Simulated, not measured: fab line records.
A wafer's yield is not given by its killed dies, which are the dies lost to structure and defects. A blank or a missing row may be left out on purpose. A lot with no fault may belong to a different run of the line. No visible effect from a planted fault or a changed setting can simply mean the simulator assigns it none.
fab line records	flow gf180mcu
record: lots: 13	wafers: 39	last-day: 34
route steps=602 shown V4@478 MIM@504
lots that met no fault: from a run of the same line without faults
start-h: start of the lot's first displayed wafer, in hours after the record's first day	wait-h: how many hours have passed since the lot's step before this one	" as in the row above	L1.1+2: a row that stands for several wafers	- no value, or no start was given	* or withheld: withheld	< > ~ a bound
route shown NAME@n: a module of which the file shows steps, and the number in the route of the first	usual: mean/standard deviation of fault-free wafers	same: alike in all rows	chamber/n: place in a boat	sites: per-site readings	_std_site: how widely they spread, as a standard deviation	_edge_site: outer sites' mean less inner sites'	radius-mm: how far each site lies from the wafer's centre	mask NAME#n: copy n	behind: the last tool/chamber to shape the wafer	hold: reason for holding the lot/hours on hold/outcome of the hold	device: which transistor (n, p or np) failed to switch	end of line: tests of these same wafers at the route's end	step lacking rows: just its recipe	killed: at the first sort, the dies lost to defects and structure; wafer yield is something else	map: dies across one wafer; x = killed, . = not, _ = none there
set.NAME: the setting the step ran with; set.NAME@STEP: the setting that earlier step ran with	model.NAME: the simulator's own value behind a step, which no gauge read
a sample of lots followed through the steps of the route, with each step as a table and each wafer as a row
services: from which hour (start-h, from the record's first day; less than 0 if before it) a tool's chamber was out of use, for how many hours, and why
== steps ==
step: GF_V4_CVD_02
recipe: material: SiO2	target-thk-nm: 850	precursor: TEOS	temp-c: 400	time-s: 94.851	rf-w: 600
usual: heater-power-w: 651/85	rf-fwd-power-W: 595.9/2.2
lot.wafer	tool	chamber	start-h	wait-h	heater-power-w	rf-fwd-power-W	since-wet-clean-h
L444.1	pecvd-02	1	537.52	0.1	680	598.0	779
L444.3	"	0	"	"	668	591.8	779
L444.5	"	1	"	"	730	600.1	-
L445.1	pecvd-01	2	540.39	0.1	696	595.7	574
L445.2	"	1	"	"	460	592.0	574
L445.6	"	1	"	"	528	595.7	-
L449.2	pecvd-02	0	575.11	0.0	692	595.4	817
L449.3	"	1	"	"	702	600.3	817
L449.4	"	0	"	"	562	595.2	-
L450.2	pecvd-02	1	585.71	0.0	649	599.2	828
L450.4	"	2	"	"	740	593.6	-
L450.6	"	0	"	"	555	593.2	-
L451.2	pecvd-01	0	599.54	0.0	700	596.8	633
L451.4	"	1	"	"	461	594.8	-
L451.5	"	2	"	"	697	594.3	-
L453.2	pecvd-01	1	611.35	0.0	530	592.9	645
L453.3	"	0	"	"	633	597.9	645
L453.5	"	2	"	"	689	597.2	-
L455.2	pecvd-02	0	635.99	0.0	512	692.5	31
L455.3	"	2	"	"	679	690.3	31
L455.4	"	2	"	"	701	690.6	-
L456.2	pecvd-02	1	640.99	0.0	755	691.3	36
L456.4	"	1	"	"	632	692.9	-
L456.5	"	0	"	"	649	689.4	-
L461.1	pecvd-01	1	674.02	0.1	516	591.5	708
L461.2	"	0	"	"	677	597.2	708
L461.4	"	0	"	"	684	596.5	-
L462.3	pecvd-04	2	675.04	0.0	570	596.4	292
L462.4	"	1	"	"	561	599.9	-
L462.5	"	2	"	"	602	595.5	-
L465.2	pecvd-04	0	704.72	0.0	821	594.0	322
L465.4	"	0	"	"	650	598.8	-
L465.6	"	2	"	"	602	599.7	-
L466.1	pecvd-02	0	705.13	0.1	660	591.8	100
L466.3	"	1	"	"	805	595.4	100
L466.6	"	0	"	"	665	594.9	-
L467.3	pecvd-02	1	713.47	0.0	693	596.9	108
L467.4	"	1	"	"	745	597.1	-
L467.5	"	2	"	"	616	592.3	-
step: GF_V4_THK_MEAS_25
recipe: thk-meas-gauge: xrf	reads: W_of_V4_CVD_23
usual: V4_W_THK: 362/5.7
lot.wafer	tool	chamber	start-h	wait-h	V4_W_THK[nm]
L444.1	film-metro-01	-	561.99	0.1	359
L444.3	"	-	"	"	360
L444.5	"	-	"	"	361
L445.1	film-metro-04	-	564.50	0.1	369
L445.2	"	-	"	"	363
L445.6	"	-	"	"	361
L449.2	film-metro-04	-	597.39	0.1	364
L449.3	"	-	"	"	373
L449.4	"	-	"	"	369
L450.2	film-metro-03	-	608.17	0.1	362
L450.4	"	-	"	"	358
L450.6	"	-	"	"	359
L451.2	film-metro-04	-	622.00	0.1	369
L451.4	"	-	"	"	373
L451.5	"	-	"	"	362
L453.2	film-metro-03	-	633.49	0.1	359
L453.3	"	-	"	"	354
L453.5	"	-	"	"	360
L455.2	film-metro-01	-	657.03	0.1	365
L455.3	"	-	"	"	368
L455.4	"	-	"	"	362
L456.2	film-metro-03	-	662.82	0.1	350
L456.4	"	-	"	"	360
L456.5	"	-	"	"	351
L461.1	film-metro-01	-	694.43	0.1	359
L461.2	"	-	"	"	354
L461.4	"	-	"	"	349
L462.3	film-metro-04	-	695.39	0.1	365
L462.4	"	-	"	"	361
L462.5	"	-	"	"	367
L465.2	film-metro-01	-	724.07	0.1	357
L465.4	"	-	"	"	358
L465.6	"	-	"	"	362
L466.1	film-metro-01	-	724.76	0.1	352
L466.3	"	-	"	"	355
L466.6	"	-	"	"	348
L467.3	film-metro-04	-	733.56	0.1	368
L467.4	"	-	"	"	374
L467.5	"	-	"	"	364
step: GF_MIM_SPUTTER_01
recipe: material: TiN	target-thk-nm: 30	power-w: 6500	time-s: 25	chamber-pressure-pa: 0.4
usual: cathode-dc-power-W: 6500.0/1.2	throttle-valve-pct: 29.8/1.4
lot.wafer	tool	chamber	start-h	wait-h	cathode-dc-power-W	throttle-valve-pct
L444.1	pvd-sputter-01	-	562.56	0.1	6501.0	29.8
L444.3	"	-	"	"	6498.1	27.4
L444.5	"	-	"	"	6499.7	27.4
L445.1	pvd-sputter-02	-	564.96	0.1	6498.4	30.5
L445.2	"	-	"	"	6499.5	31.6
L445.6	"	-	"	"	6500.8	29.2
L449.2	pvd-sputter-01	-	597.84	0.1	6499.2	29.9
L449.3	"	-	"	"	6500.4	30.6
L449.4	"	-	"	"	6500.8	27.8
L450.2	pvd-sputter-01	-	608.62	0.1	6498.9	30.5
L450.4	"	-	"	"	6500.8	28.8
L450.6	"	-	"	"	6500.2	29.1
L451.2	pvd-sputter-01	-	622.45	0.1	6498.5	27.5
L451.4	"	-	"	"	6499.9	30.6
L451.5	"	-	"	"	6502.1	27.4
L453.2	pvd-sputter-02	-	633.94	0.1	6501.6	29.2
L453.3	"	-	"	"	6498.5	30.2
L453.5	"	-	"	"	6500.4	30.4
L455.2	pvd-sputter-03	-	657.48	0.1	6501.6	30.1
L455.3	"	-	"	"	6502.8	32.4
L455.4	"	-	"	"	6500.1	30.6
L456.2	pvd-sputter-03	-	663.27	0.1	6499.3	32.5
L456.4	"	-	"	"	6502.6	30.4
L456.5	"	-	"	"	6499.5	32.7
L461.1	pvd-sputter-03	-	694.89	0.1	6500.9	30.5
L461.2	"	-	"	"	6501.1	32.4
L461.4	"	-	"	"	6501.2	28.5
L462.3	pvd-sputter-03	-	695.83	0.1	6499.3	28.5
L462.4	"	-	"	"	6501.5	29.9
L462.5	"	-	"	"	6498.6	32.4
L465.2	pvd-sputter-01	-	724.52	0.1	6498.7	28.9
L465.4	"	-	"	"	6500.0	27.5
L465.6	"	-	"	"	6500.6	28.9
L466.1	pvd-sputter-01	-	725.22	0.1	6498.3	30.1
L466.3	"	-	"	"	6499.4	28.4
L466.6	"	-	"	"	6502.3	30.0
L467.3	pvd-sputter-01	-	734.73	0.1	6499.5	29.1
L467.4	"	-	"	"	6500.3	30.3
L467.5	"	-	"	"	6500.6	30.0
step: GF_MIM_SPUTTER_03
recipe: material: Ti	target-thk-nm: 10	substrate-temp-c: 300	chamber-pressure-pa: 0.3	power-w: 3000	time-s: 6.7
usual: cathode-dc-power-W: 3000.0/0.56	substrate-temp-c: 299.99/0.21	throttle-valve-pct: 29.8/1.4
lot.wafer	tool	chamber	start-h	wait-h	cathode-dc-power-W	substrate-temp-c	throttle-valve-pct
L444.1	pvd-sputter-01	-	562.62	0.0	2999.9	300.05	30.1
L444.3	"	-	"	"	2999.4	299.79	27.4
L444.5	"	-	"	"	2999.5	299.99	27.5
L445.1	pvd-sputter-02	-	565.02	0.0	3000.0	300.03	30.4
L445.2	"	-	"	"	2999.7	299.56	31.7
L445.6	"	-	"	"	3000.0	300.07	29.5
L449.2	pvd-sputter-01	-	597.90	0.0	2999.6	300.13	30.0
L449.3	"	-	"	"	2999.9	300.22	30.8
L449.4	"	-	"	"	2999.6	300.01	27.6
L450.2	pvd-sputter-01	-	608.69	0.0	2998.8	299.91	30.3
L450.4	"	-	"	"	3000.7	300.08	28.9
L450.6	"	-	"	"	2999.7	300.28	29.0
L451.2	pvd-sputter-01	-	622.51	0.0	3000.5	299.84	27.7
L451.4	"	-	"	"	3000.4	299.81	30.6
L451.5	"	-	"	"	2999.7	299.74	27.4
L453.2	pvd-sputter-02	-	634.00	0.0	3000.2	299.76	29.2
L453.3	"	-	"	"	3000.0	299.73	30.5
L453.5	"	-	"	"	3001.6	299.95	30.5
L455.2	pvd-sputter-03	-	657.54	0.0	3000.5	300.11	30.0
L455.3	"	-	"	"	2999.0	300.22	32.4
L455.4	"	-	"	"	3000.6	299.92	30.6
L456.2	pvd-sputter-03	-	663.33	0.0	3000.2	300.04	32.2
L456.4	"	-	"	"	2999.2	299.75	30.6
L456.5	"	-	"	"	3000.0	300.34	32.5
L461.1	pvd-sputter-03	-	694.95	0.0	3000.0	300.08	30.4
L461.2	"	-	"	"	3000.2	299.46	32.3
L461.4	"	-	"	"	3000.4	299.94	28.5
L462.3	pvd-sputter-03	-	695.89	0.0	2999.2	299.99	28.3
L462.4	"	-	"	"	2999.6	299.81	29.7
L462.5	"	-	"	"	2999.8	299.97	32.6
L465.2	pvd-sputter-01	-	724.58	0.0	2999.0	300.15	28.9
L465.4	"	-	"	"	3000.4	299.92	27.3
L465.6	"	-	"	"	2999.5	299.94	28.7
L466.1	pvd-sputter-01	-	725.28	0.0	2999.8	300.12	29.7
L466.3	"	-	"	"	3000.0	300.00	28.9
L466.6	"	-	"	"	3000.3	300.09	30.1
L467.3	pvd-sputter-01	-	734.79	0.0	2998.6	299.95	28.7
L467.4	"	-	"	"	2998.9	300.21	30.6
L467.5	"	-	"	"	3000.7	300.32	30.0
== services ==
tool	chamber	start-h	hours	kind
pecvd-01	2	513.68	9.0	repair
pecvd-01	0	522.43	13.8	repair
pecvd-04	-	539.77	1.2	repair
pecvd-02	-	591.12	14.0	pm
pecvd-02	0	591.12	14.0	vent-cycle
pecvd-02	1	591.12	14.0	vent-cycle
pecvd-02	2	591.12	14.0	vent-cycle
pecvd-02	-	605.12	28.1	pm
pecvd-02	0	605.12	-	clean
pecvd-02	1	605.12	-	clean
pecvd-02	2	605.12	-	clean
pecvd-01	-	623.14	2.8	pm
pecvd-01	-	625.89	6.0	pm
pecvd-01	2	689.02	6.1	repair
pecvd-01	1	689.37	18.3	repair
pvd-sputter-02	-	689.71	9.4	repair
pecvd-04	-	708.37	0.8	repair
pecvd-02	2	720.26	11.6	repair
pecvd-02	-	728.71	2.8	pm
== key ==
first-sign: step: GF_V4_CVD_02	reading: rf-fwd-power-W	direction: up	sigmas: 44	usual: 595.9	struck: 691.2
effect none on later readings
met-at GF_V4_CVD_02
struck-lots L455,L456
not-acting-at GF_V4_THK_MEAS_25,GF_MIM_SPUTTER_01,GF_MIM_SPUTTER_03
onset-between 585.71 635.99
fault: kind: process-parameter-drift	tool: pecvd-02	chamber: -	onset-h: 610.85	steps: GF_V4_CVD_02	channel: rf-w	offset: 96	shape: step	end-h: 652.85	acts-in: these-recipes-only	stated: 600
